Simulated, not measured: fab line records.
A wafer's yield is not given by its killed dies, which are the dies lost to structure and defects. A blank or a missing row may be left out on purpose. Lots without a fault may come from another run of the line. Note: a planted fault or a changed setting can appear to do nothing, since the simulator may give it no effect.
fab line records	flow gf180mcu
[record] lots = 24	wafers = 72	last-day = 34
route steps=602 shown M5@534 V5@561 TOP_METAL@567 PASSIVATION@587
lots that met no fault: taken from a fault-free run of the same line
start-h: the number of hours between the record's first day and the start of the first shown wafer of the lot	wait-h: time in hours since the lot's previous step	" the same as in the row above	L1.1+2: several wafers, shown together as one row	- no value, or no start given	* or withheld: withheld	< > ~ a bound
route shown NAME@n: a module of which the file shows steps, and the number in the route of the first	usual: average and standard deviation across the fault-free wafers	same: alike in all rows	chamber/n: place in a boat	sites: the reading at each site	_std_site: the standard deviation of these	_edge_site: inner sites' mean taken away from outer sites' mean	radius-mm: how far each site lies from the wafer's centre	mask NAME#n: copy n	behind: the most recent tool/chamber to have shaped the wafer	hold: what put the lot on hold/how long, in hours/how the hold closed	device: the transistor (n, p or np) that didn't switch	end of line: at the end of the route, the tests of the same wafers	where a step has no rows: the recipe by itself	killed: dies lost to structure and defects at the first sort, not the wafer's yield	map: dies across one wafer; x = killed, . = not, _ = none there
set.NAME: the setting as run; set.NAME@STEP: as run at that earlier step	model.NAME: the simulator's own value behind a step, which no gauge read
steps of the route over a sample of lots; a table a step, a row a wafer
services: when a tool's chamber went out of use (start-h, in hours from the record's first day, below 0 if earlier), for how many hours, and the reason
[[steps]]
[step GF_M5_OVL_MEAS_08]
[usual] M5_OVL = 0/4.4
lot.wafer	tool	chamber	start-h	wait-h	M5_OVL[nm]
L074.1	overlay-01	-	606.77	0.1	3
L074.2	"	-	"	"	2
L074.3	"	-	"	"	-7
L075.1	overlay-02	-	612.09	0.1	1
L075.2	"	-	"	"	-1
L075.4	"	-	"	"	-3
L076.2	overlay-01	-	622.34	0.1	-2
L076.5	"	-	"	"	2
L076.6	"	-	"	"	2
L077.1	overlay-01	-	625.59	0.1	4
L077.3	"	-	"	"	-2
L077.6	"	-	"	"	12
L078.2	overlay-02	-	638.79	0.1	-2
L078.5	"	-	"	"	4
L078.6	"	-	"	"	2
L079.1	overlay-01	-	648.47	0.1	-1
L079.3	"	-	"	"	-3
L079.6	"	-	"	"	7
L080.2	overlay-02	-	654.28	0.1	0
L080.3	"	-	"	"	-5
L080.4	"	-	"	"	-4
L081.2	overlay-02	-	665.23	0.1	1
L081.3	"	-	"	"	1
L081.6	"	-	"	"	0
L082.3	overlay-02	-	671.49	0.1	12
L082.4	"	-	"	"	0
L082.5	"	-	"	"	9
L083.3	overlay-02	-	676.29	0.1	6
L083.5	"	-	"	"	11
L083.6	"	-	"	"	5
L084.2	overlay-02	-	687.94	0.1	0
L084.3	"	-	"	"	3
L084.5	"	-	"	"	9
L085.1	overlay-02	-	693.64	0.1	-4
L085.2	"	-	"	"	6
L085.5	"	-	"	"	-5
L086.3	overlay-02	-	700.25	0.1	3
L086.4	"	-	"	"	-5
L086.6	"	-	"	"	2
L087.1	overlay-02	-	706.64	0.1	-2
L087.3	"	-	"	"	-1
L087.4	"	-	"	"	2
L088.4	overlay-01	-	713.64	0.1	5
L088.5	"	-	"	"	4
L088.6	"	-	"	"	1
L089.2	overlay-02	-	716.29	0.1	0
L089.4	"	-	"	"	1
L089.5	"	-	"	"	6
L090.1	overlay-02	-	720.72	0.1	-7
L090.3	"	-	"	"	-8
L090.4	"	-	"	"	-6
L091.3	overlay-01	-	731.30	0.1	0
L091.4	"	-	"	"	2
L091.5	"	-	"	"	2
L092.2	overlay-01	-	740.54	0.1	6
L092.3	"	-	"	"	5
L092.6	"	-	"	"	0
L093.3	overlay-01	-	743.40	0.1	-5
L093.4	"	-	"	"	-9
L093.5	"	-	"	"	-3
L094.2	overlay-02	-	748.70	0.1	0
L094.3	"	-	"	"	2
L094.4	"	-	"	"	2
L095.1	overlay-02	-	749.17	0.1	-9
L095.2	"	-	"	"	0
L095.3	"	-	"	"	-10
L096.1	overlay-01	-	754.89	0.1	-6
L096.4	"	-	"	"	-2
L096.6	"	-	"	"	3
L097.2	overlay-01	-	763.89	0.1	-1
L097.4	"	-	"	"	-1
L097.5	"	-	"	"	-2
[step GF_M5_METAL_ETCH_10]
[recipe] chemistry = Cl2/BCl3	mask-material = KrF	target-depth-nm = 750.8	stop-on = SiO2	pressure-mtorr = 8	icp-w = 800	bias-w = 140	Cl2_flow_sccm = 80	bcl3-flow-sccm = 40	time-s = 125.1
[usual] drypump-motor-current-A = 5.8/0.58	oes-product-au = 0.992/0.0052	throttle-valve-pct = 28.228/0.0099
[same] time-s = 125.1
lot.wafer	tool	chamber	start-h	wait-h	drypump-motor-current-A	oes-product-au	rf-hours-counter-h	throttle-valve-pct
L074.1	rie-metal-02	1	606.83	0.0	6.0	0.997	2	28.228
L074.2	"	0	"	"	5.4	0.997	5	28.226
L074.3	"	1	"	"	6.0	0.999	-	28.219
L075.1	rie-metal-01	1	612.15	0.0	6.0	0.983	11	28.249
L075.2	"	1	"	"	6.0	0.989	-	28.235
L075.4	"	1	"	"	6.0	0.991	-	28.234
L076.2	rie-metal-03	1	622.40	0.0	6.8	0.996	8	28.222
L076.5	"	1	"	"	6.8	0.995	-	28.224
L076.6	"	0	"	"	4.9	0.990	-	28.221
L077.1	rie-metal-02	0	625.65	0.0	5.4	0.990	6	28.252
L077.3	"	1	"	"	6.1	0.986	-	28.211
L077.6	"	1	"	"	6.0	1.002	-	28.226
L078.2	rie-metal-01	1	638.85	0.0	6.0	0.990	13	28.229
L078.5	"	1	"	"	6.0	0.991	-	28.223
L078.6	"	0	"	"	5.5	0.995	-	28.233
L079.1	rie-metal-03	0	648.53	0.0	4.9	0.989	13	28.226
L079.3	"	0	"	"	4.9	0.990	-	28.228
L079.6	"	1	"	"	6.8	0.985	-	28.219
L080.2	rie-metal-02	1	654.33	0.0	6.0	0.997	4	28.227
L080.3	"	0	"	"	5.4	0.986	-	28.222
L080.4	"	1	"	"	6.0	0.997	-	28.230
L081.2	rie-metal-03	0	665.28	0.0	4.9	0.992	13	28.231
L081.3	"	0	"	"	4.9	0.992	-	28.239
L081.6	"	0	"	"	4.9	0.997	-	28.229
L082.3	rie-metal-03	0	671.58	0.1	4.9	0.987	-	28.228
L082.4	"	1	"	"	6.8	0.983	-	28.229
L082.5	"	1	"	"	6.8	0.993	-	28.219
L083.3	rie-metal-02	1	676.38	0.1	6.0	0.996	-	28.222
L083.5	"	0	"	"	5.4	0.992	-	28.238
L083.6	"	1	"	"	6.0	1.002	-	28.235
L084.2	rie-metal-01	0	688.04	0.1	5.5	0.987	-	28.224
L084.3	"	0	"	"	5.5	0.994	-	28.220
L084.5	"	0	"	"	5.5	0.996	-	28.219
L085.1	rie-metal-03	0	693.70	0.0	4.9	0.991	15	28.238
L085.2	"	1	"	"	6.7	0.989	11	28.219
L085.5	"	1	"	"	6.7	0.995	-	28.227
L086.3	rie-metal-01	0	700.38	0.1	5.5	0.989	-	28.225
L086.4	"	0	"	"	5.5	0.992	-	28.195
L086.6	"	0	"	"	5.5	0.991	-	28.234
L087.1	rie-metal-01	0	706.70	0.0	5.5	0.988	3	28.221
L087.3	"	0	"	"	5.5	0.991	-	28.209
L087.4	"	0	"	"	5.5	0.983	-	28.222
L088.4	rie-metal-02	0	713.72	0.1	5.4	0.991	-	28.222
L088.5	"	1	"	"	6.0	0.994	-	28.231
L088.6	"	0	"	"	5.4	0.989	-	28.238
L089.2	rie-metal-03	1	716.35	0.0	6.8	0.988	11	28.208
L089.4	"	1	"	"	6.8	0.998	-	28.216
L089.5	"	0	"	"	4.9	0.999	-	28.230
L090.1	rie-metal-01	0	720.78	0.0	5.5	0.996	4	28.234
L090.3	"	1	"	"	6.1	0.988	-	28.225
L090.4	"	0	"	"	5.5	0.994	-	28.233
L091.3	rie-metal-03	1	731.40	0.1	6.7	0.987	-	28.235
L091.4	"	0	"	"	4.9	0.989	-	28.221
L091.5	"	0	"	"	4.9	0.991	-	28.237
L092.2	rie-metal-03	1	740.64	0.1	6.8	0.985	-	28.224
L092.3	"	1	"	"	6.8	1.001	-	28.219
L092.6	"	1	"	"	6.8	0.999	-	28.232
L093.3	rie-metal-01	0	743.49	0.1	5.5	0.987	-	28.228
L093.4	"	1	"	"	6.0	0.993	-	28.225
L093.5	"	0	"	"	5.5	0.989	-	28.219
L094.2	rie-metal-02	1	748.75	0.0	6.0	0.997	8	28.238
L094.3	"	1	"	"	6.0	0.988	-	28.208
L094.4	"	0	"	"	5.4	0.984	-	28.246
L095.1	rie-metal-01	1	749.23	0.0	6.0	0.996	2	28.211
L095.2	"	0	"	"	5.6	0.991	6	28.237
L095.3	"	0	"	"	5.5	0.989	-	28.217
L096.1	rie-metal-01	0	754.95	0.0	5.5	0.998	6	28.230
L096.4	"	1	"	"	6.0	0.994	-	28.231
L096.6	"	1	"	"	6.0	0.997	-	28.210
L097.2	rie-metal-01	1	763.99	0.1	6.0	0.993	-	28.233
L097.4	"	1	"	"	6.0	0.993	-	28.230
L097.5	"	1	"	"	6.0	1.000	-	28.228
[step GF_V5_SPUTTER_21]
[recipe] material = Ti	target-thk-nm = 15	chamber-pressure-pa = 5	power-w = 2500	substrate-temp-c = 200	time-s = 80.02
[usual] throttle-valve-pct = 29.7/0.71
[same] time-s = 80.02
lot.wafer	tool	chamber	start-h	wait-h	throttle-valve-pct
L074.1	pvd-sputter-01	-	629.24	0.0	29.4
L074.2	"	-	"	"	28.9
L074.3	"	-	"	"	29.3
L075.1	pvd-sputter-04	-	635.40	0.0	29.3
L075.2	"	-	"	"	29.6
L075.4	"	-	"	"	29.2
L076.2	pvd-sputter-04	-	644.86	0.0	29.6
L076.5	"	-	"	"	30.5
L076.6	"	-	"	"	29.3
L077.1	pvd-sputter-01	-	647.34	0.0	29.1
L077.3	"	-	"	"	28.5
L077.6	"	-	"	"	29.4
L078.2	pvd-sputter-01	-	660.28	0.0	30.8
L078.5	"	-	"	"	29.3
L078.6	"	-	"	"	28.9
L079.1	pvd-sputter-01	-	669.76	0.0	29.2
L079.3	"	-	"	"	30.3
L079.6	"	-	"	"	30.6
L080.2	pvd-sputter-04	-	675.91	0.0	29.3
L080.3	"	-	"	"	29.4
L080.4	"	-	"	"	29.5
L081.2	pvd-sputter-01	-	686.66	0.0	28.8
L081.3	"	-	"	"	29.6
L081.6	"	-	"	"	29.7
L082.3	pvd-sputter-02	-	692.11	0.0	30.2
L082.4	"	-	"	"	28.8
L082.5	"	-	"	"	29.2
L083.3	pvd-sputter-04	-	697.36	0.0	30.4
L083.5	"	-	"	"	30.9
L083.6	"	-	"	"	29.5
L084.2	pvd-sputter-02	-	708.86	0.0	29.3
L084.3	"	-	"	"	30.9
L084.5	"	-	"	"	30.3
L085.1	pvd-sputter-02	-	714.75	0.0	28.8
L085.2	"	-	"	"	30.2
L085.5	"	-	"	"	30.2
L086.3	pvd-sputter-04	-	720.86	0.0	29.0
L086.4	"	-	"	"	29.5
L086.6	"	-	"	"	29.8
L087.1	pvd-sputter-04	-	726.90	0.0	30.5
L087.3	"	-	"	"	29.2
L087.4	"	-	"	"	29.2
L088.4	pvd-sputter-02	-	732.77	0.0	30.8
L088.5	"	-	"	"	29.1
L088.6	"	-	"	"	30.2
L089.2	pvd-sputter-04	-	736.50	0.0	30.7
L089.4	"	-	"	"	29.5
L089.5	"	-	"	"	29.5
L090.1	pvd-sputter-01	-	740.91	0.0	28.7
L090.3	"	-	"	"	29.2
L090.4	"	-	"	"	29.4
L091.3	pvd-sputter-02	-	749.78	0.0	30.8
L091.4	"	-	"	"	29.2
L091.5	"	-	"	"	30.0
L092.2	pvd-sputter-02	-	759.39	0.0	29.2
L092.3	"	-	"	"	30.7
L092.6	"	-	"	"	30.8
L093.3	pvd-sputter-02	-	762.17	0.0	30.8
L093.4	"	-	"	"	28.6
L093.5	"	-	"	"	30.3
L094.2	pvd-sputter-02	-	767.15	0.0	31.2
L094.3	"	-	"	"	29.0
L094.4	"	-	"	"	30.1
L095.1	pvd-sputter-04	-	767.98	0.0	29.4
L095.2	"	-	"	"	29.0
L095.3	"	-	"	"	29.8
L096.1	pvd-sputter-01	-	773.46	0.0	30.6
L096.4	"	-	"	"	28.5
L096.6	"	-	"	"	30.7
L097.2	pvd-sputter-04	-	782.02	0.0	29.4
L097.4	"	-	"	"	29.4
L097.5	"	-	"	"	30.9
[step GF_TOP_METAL_SPUTTER_00]
[recipe] material = Ti	target-thk-nm = 37.5	arriving-ion-energy-ev = 80	substrate-temp-c = 200	chamber-pressure-pa = 2	power-w = 4000	time-s = 150
[usual] throttle-valve-pct = 29.6/0.72
[same] time-s = 150
lot.wafer	tool	chamber	start-h	wait-h	throttle-valve-pct
L074.1	pvd-sputter-03	-	629.93	0.2	30.3
L074.2	"	-	"	"	29.6
L074.3	"	-	"	"	29.9
L075.1	pvd-sputter-03	-	636.09	0.2	29.5
L075.2	"	-	"	"	30.7
L075.4	"	-	"	"	29.3
L076.2	pvd-sputter-02	-	645.55	0.1	28.6
L076.5	"	-	"	"	29.2
L076.6	"	-	"	"	30.3
L077.1	pvd-sputter-03	-	648.03	0.2	29.3
L077.3	"	-	"	"	29.7
L077.6	"	-	"	"	30.3
L078.2	pvd-sputter-03	-	660.97	0.2	29.2
L078.5	"	-	"	"	29.9
L078.6	"	-	"	"	28.9
L079.1	pvd-sputter-02	-	670.45	0.1	28.7
L079.3	"	-	"	"	29.0
L079.6	"	-	"	"	30.8
L080.2	pvd-sputter-02	-	676.65	0.2	30.9
L080.3	"	-	"	"	28.8
L080.4	"	-	"	"	29.9
L081.2	pvd-sputter-02	-	687.35	0.2	29.0
L081.3	"	-	"	"	31.1
L081.6	"	-	"	"	30.5
L082.3	pvd-sputter-01	-	692.80	0.2	28.5
L082.4	"	-	"	"	29.4
L082.5	"	-	"	"	29.3
L083.3	pvd-sputter-01	-	698.16	0.1	29.4
L083.5	"	-	"	"	28.8
L083.6	"	-	"	"	29.3
L084.2	pvd-sputter-01	-	709.55	0.2	29.6
L084.3	"	-	"	"	30.6
L084.5	"	-	"	"	29.4
L085.1	pvd-sputter-01	-	715.44	0.1	29.2
L085.2	"	-	"	"	29.7
L085.5	"	-	"	"	29.4
L086.3	pvd-sputter-01	-	721.55	0.1	29.3
L086.4	"	-	"	"	28.5
L086.6	"	-	"	"	29.4
L087.1	pvd-sputter-03	-	727.59	0.1	30.3
L087.3	"	-	"	"	29.3
L087.4	"	-	"	"	30.6
L088.4	pvd-sputter-03	-	733.46	0.2	29.8
L088.5	"	-	"	"	29.1
L088.6	"	-	"	"	30.0
L089.2	pvd-sputter-01	-	737.19	0.2	28.9
L089.4	"	-	"	"	29.5
L089.5	"	-	"	"	29.5
L090.1	pvd-sputter-02	-	741.60	0.2	28.7
L090.3	"	-	"	"	29.2
L090.4	"	-	"	"	30.7
L091.3	pvd-sputter-01	-	750.47	0.2	28.8
L091.4	"	-	"	"	29.5
L091.5	"	-	"	"	29.3
L092.2	pvd-sputter-01	-	760.08	0.2	30.7
L092.3	"	-	"	"	29.5
L092.6	"	-	"	"	29.5
L093.3	pvd-sputter-02	-	763.04	0.2	30.9
L093.4	"	-	"	"	30.2
L093.5	"	-	"	"	30.7
L094.2	pvd-sputter-01	-	767.84	0.1	28.5
L094.3	"	-	"	"	29.5
L094.4	"	-	"	"	29.2
L095.1	pvd-sputter-02	-	768.67	0.2	29.0
L095.2	"	-	"	"	28.8
L095.3	"	-	"	"	30.0
L096.1	pvd-sputter-03	-	774.22	0.2	30.2
L096.4	"	-	"	"	29.8
L096.6	"	-	"	"	30.5
L097.2	pvd-sputter-02	-	782.71	0.2	28.7
L097.4	"	-	"	"	30.5
L097.5	"	-	"	"	31.1
[step GF_TOP_METAL_RS_MEAS_05]
[recipe] thk-meas-gauge = four-point-probe	reads = TiN_of_TOP_METAL_SPUTTER_04+Ti_of_TOP_METAL_SPUTTER_03+AlCu_of_TOP_METAL_SPUTTER_02+TiN_of_TOP_METAL_SPUTTER_01+Ti_of_TOP_METAL_SPUTTER_00
[usual] TOP_METAL_ALCU_RS = 0.0330/0.00031
lot.wafer	tool	chamber	start-h	wait-h	TOP_METAL_ALCU_RS[ohm/sq]
L074.1	film-metro-03	-	630.15	0.0	0.0324
L074.2	"	-	"	"	0.0326
L074.3	"	-	"	"	0.0327
L075.1	film-metro-04	-	636.34	0.0	0.0330
L075.2	"	-	"	"	0.0329
L075.4	"	-	"	"	0.0330
L076.2	film-metro-04	-	645.79	0.0	0.0328
L076.5	"	-	"	"	0.0326
L076.6	"	-	"	"	0.0328
L077.1	film-metro-02	-	648.25	0.0	0.0335
L077.3	"	-	"	"	0.0335
L077.6	"	-	"	"	0.0337
L078.2	film-metro-02	-	661.21	0.0	0.0335
L078.5	"	-	"	"	0.0333
L078.6	"	-	"	"	0.0332
L079.1	film-metro-03	-	670.67	0.0	0.0331
L079.3	"	-	"	"	0.0332
L079.6	"	-	"	"	0.0332
L080.2	film-metro-04	-	676.89	0.0	0.0327
L080.3	"	-	"	"	0.0326
L080.4	"	-	"	"	0.0326
L081.2	film-metro-03	-	687.59	0.0	0.0327
L081.3	"	-	"	"	0.0329
L081.6	"	-	"	"	0.0327
L082.3	film-metro-04	-	693.06	0.1	0.0327
L082.4	"	-	"	"	0.0328
L082.5	"	-	"	"	0.0328
L083.3	film-metro-04	-	698.42	0.1	0.0335
L083.5	"	-	"	"	0.0332
L083.6	"	-	"	"	0.0331
L084.2	film-metro-02	-	709.79	0.0	0.0332
L084.3	"	-	"	"	0.0331
L084.5	"	-	"	"	0.0333
L085.1	film-metro-02	-	715.66	0.0	0.0329
L085.2	"	-	"	"	0.0330
L085.5	"	-	"	"	0.0330
L086.3	film-metro-04	-	721.81	0.1	0.0330
L086.4	"	-	"	"	0.0325
L086.6	"	-	"	"	0.0327
L087.1	film-metro-04	-	727.81	0.0	0.0325
L087.3	"	-	"	"	0.0330
L087.4	"	-	"	"	0.0325
L088.4	film-metro-02	-	733.74	0.1	0.0328
L088.5	"	-	"	"	0.0328
L088.6	"	-	"	"	0.0328
L089.2	film-metro-04	-	737.43	0.0	0.0332
L089.4	"	-	"	"	0.0328
L089.5	"	-	"	"	0.0329
L090.1	film-metro-04	-	741.82	0.0	0.0328
L090.3	"	-	"	"	0.0330
L090.4	"	-	"	"	0.0332
L091.3	film-metro-02	-	750.76	0.1	0.0324
L091.4	"	-	"	"	0.0325
L091.5	"	-	"	"	0.0326
L092.2	film-metro-02	-	760.32	0.0	0.0334
L092.3	"	-	"	"	0.0337
L092.6	"	-	"	"	0.0334
L093.3	film-metro-02	-	763.30	0.1	0.0333
L093.4	"	-	"	"	0.0329
L093.5	"	-	"	"	0.0332
L094.2	film-metro-02	-	768.08	0.0	0.0328
L094.3	"	-	"	"	0.0330
L094.4	"	-	"	"	0.0331
L095.1	film-metro-02	-	768.89	0.0	0.0330
L095.2	"	-	"	"	0.0329
L095.3	"	-	"	"	0.0333
L096.1	film-metro-03	-	774.44	0.0	0.0328
L096.4	"	-	"	"	0.0328
L096.6	"	-	"	"	0.0328
L097.2	film-metro-02	-	782.95	0.0	0.0332
L097.4	"	-	"	"	0.0334
L097.5	"	-	"	"	0.0336
[step GF_PASSIVATION_CVD_00]
[recipe] material = SiO2	target-thk-nm = 1000	precursor = TEOS	temp-c = 400	time-s = 111.95	rf-w = 600
[usual] heater-power-w = 709/84
[same] time-s = 111.95
lot.wafer	tool	chamber	start-h	wait-h	heater-power-w
L074.1	pecvd-04	0	650.23	0.0	654
L074.2	"	1	"	"	770
L074.3	"	2	"	"	690
L075.1	pecvd-04	1	657.38	0.0	665
L075.2	"	0	"	"	594
L075.4	"	1	"	"	740
L076.2	pecvd-02	0	666.87	0.0	760
L076.5	"	0	"	"	614
L076.6	"	2	"	"	815
L077.1	pecvd-02	1	668.37	0.0	550
L077.3	"	0	"	"	759
L077.6	"	1	"	"	624
L078.2	pecvd-04	2	680.60	0.0	679
L078.5	"	1	"	"	781
L078.6	"	0	"	"	661
L079.1	pecvd-02	2	690.44	0.0	807
L079.3	"	1	"	"	648
L079.6	"	2	"	"	814
L080.2	pecvd-04	0	696.68	0.0	656
L080.3	"	2	"	"	759
L080.4	"	2	"	"	624
L081.2	pecvd-03	1	707.33	0.0	826
L081.3	"	2	"	"	705
L081.6	"	2	"	"	726
L082.3	pecvd-02	2	711.64	0.0	807
L082.4	"	2	"	"	674
L082.5	"	0	"	"	750
L083.3	pecvd-03	0	717.20	0.0	663
L083.5	"	0	"	"	685
L083.6	"	2	"	"	735
L084.2	pecvd-02	2	727.95	0.0	664
L084.3	"	0	"	"	677
L084.5	"	2	"	"	750
L085.1	pecvd-04	1	733.10	0.0	738
L085.2	"	0	"	"	643
L085.5	"	1	"	"	792
L086.3	pecvd-02	1	739.40	0.0	662
L086.4	"	1	"	"	553
L086.6	"	0	"	"	729
L087.1	pecvd-02	0	745.69	0.0	713
L087.3	"	2	"	"	739
L087.4	"	2	"	"	799
L088.4	pecvd-03	0	751.84	0.0	697
L088.5	"	2	"	"	717
L088.6	"	1	"	"	875
L089.2	pecvd-03	1	754.99	0.0	792
L089.4	"	1	"	"	844
L089.5	"	0	"	"	674
L090.1	pecvd-03	1	759.05	0.0	894
L090.3	"	2	"	"	749
L090.4	"	1	"	"	715
L091.3	pecvd-03	0	768.31	0.0	623
L091.4	"	2	"	"	621
L091.5	"	1	"	"	832
L092.2	pecvd-04	0	776.99	0.0	669
L092.3	"	2	"	"	631
L092.6	"	0	"	"	523
L093.3	pecvd-02	1	779.89	0.0	611
L093.4	"	1	"	"	650
L093.5	"	0	"	"	741
L094.2	pecvd-02	1	784.28	0.0	680
L094.3	"	0	"	"	788
L094.4	"	2	"	"	665
L095.1	pecvd-02	0	785.33	0.0	742
L095.2	"	1	"	"	542
L095.3	"	2	"	"	805
L096.1	pecvd-03	2	790.43	0.0	687
L096.4	"	1	"	"	851
L096.6	"	2	"	"	725
L097.2	pecvd-03	2	798.98	0.0	747
L097.4	"	1	"	"	848
L097.5	"	0	"	"	550
[[services]]
tool	chamber	start-h	hours	kind
pvd-sputter-01	-	588.96	2.7	repair
pecvd-03	-	591.12	14.0	pm
rie-metal-02	0	591.79	14.2	repair
rie-metal-02	1	597.07	7.6	repair
pvd-sputter-04	-	599.64	5.3	repair
pvd-sputter-03	-	607.90	12.7	repair
rie-metal-03	-	625.16	0.1	repair
pvd-sputter-04	-	625.41	6.4	repair
pecvd-02	0	633.55	7.7	repair
pvd-sputter-04	-	637.66	4.2	repair
pecvd-03	-	643.71	5.5	pm
pecvd-03	-	652.93	53.9	repair
pecvd-03	2	653.76	10.7	repair
pecvd-04	-	661.28	1.7	repair
rie-metal-01	-	665.92	14.6	pm
pvd-sputter-03	-	667.61	5.5	repair
pecvd-03	0	667.75	6.2	repair
pvd-sputter-04	-	672.74	0.7	repair
rie-metal-01	-	680.52	1.4	pm
pecvd-04	-	693.28	2.8	pm
pvd-sputter-04	-	705.16	6.5	repair
pecvd-03	-	725.14	14.6	pm
rie-metal-01	0	756.30	18.5	repair
pecvd-02	0	764.48	4.5	repair
[[key]]
fault none
